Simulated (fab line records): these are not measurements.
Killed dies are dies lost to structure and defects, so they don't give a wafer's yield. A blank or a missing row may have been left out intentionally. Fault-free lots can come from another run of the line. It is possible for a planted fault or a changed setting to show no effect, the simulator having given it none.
Which tool is to blame?    flow gf180mcu    7 lots, 21 wafers sampled, at 2 steps of a route of 602

== WHAT THE GAUGES READ, wafer by wafer ==
GF_VT_IMPLANT_TW_MEAS_21.
lot   measured      on             VT_IMPLANT_2_TW
L865  day 6 13:17   film_metro-01  1214 1217 1208
L867  day 7 00:44   film_metro-01  1203 1203 1205
L869  day 7 13:38   film_metro-04  1237 1231 1227
L874  day 8 19:55   film_metro-01  1203 1201 1202
L876  day 9 09:58   film_metro-04  1226 1227 1228
L880  day 10 11:55  film_metro-04  1236 1230 1229
L882  day 10 22:59  film_metro-04  829 828 827 824 826 829

== TOOL THAT RAN EACH LOT (tool first, then ch and the chambers of the sampled wafers, then the start) ==
lot   GF_VT_IMPLANT_IMPLANT_19
L865  implanter-03 ch 0, day 6 13:03
L867  implanter-04 ch 0, day 7 00:30
L869  implanter-03 ch 0, day 7 13:25
L874  implanter-03 ch 0, day 8 19:40
L876  implanter-02 ch 0, day 9 09:43
L880  implanter-03 ch 0, day 10 11:40
L882  implanter-02 ch 0, day 10 22:46
- GF_VT_IMPLANT_IMPLANT_19

== THE ANSWER, worked out from the rows above alone ==
Rule: what is usual is taken from the lots themselves. The widest of any qualifying gaps counts: lots, ordered by their means at a reading, are off when they make up no more than a third of the lots, leave a main group of 4 or more, and stand apart from it by 3 or more times the standard deviation of that group's means. A main group is skipped when, at the precision printed for the reading in the tables above, its means are all equal. Also off: a lot with no number at a reading for which 4 or more lots have one. Any other lot the step has rows for is counted as sound.
Off: L882, seen at GF_VT_IMPLANT_TW_MEAS_21 (VT_IMPLANT_2_TW). For the main group the mean is 1218 and the standard deviation 13.
A tool fits if, at a process step before that reading, it ran every lot that is off, and no sound lot after the first of them. Those tools and the gauges at GF_VT_IMPLANT_TW_MEAS_21 are tried in the same way. Can't be told from this: 2 tools fit, implanter-02 at GF_VT_IMPLANT_IMPLANT_19, film_metro-04 at GF_VT_IMPLANT_TW_MEAS_21.

== WHAT HAD BEEN PUT IN BY THE SIMULATOR ==
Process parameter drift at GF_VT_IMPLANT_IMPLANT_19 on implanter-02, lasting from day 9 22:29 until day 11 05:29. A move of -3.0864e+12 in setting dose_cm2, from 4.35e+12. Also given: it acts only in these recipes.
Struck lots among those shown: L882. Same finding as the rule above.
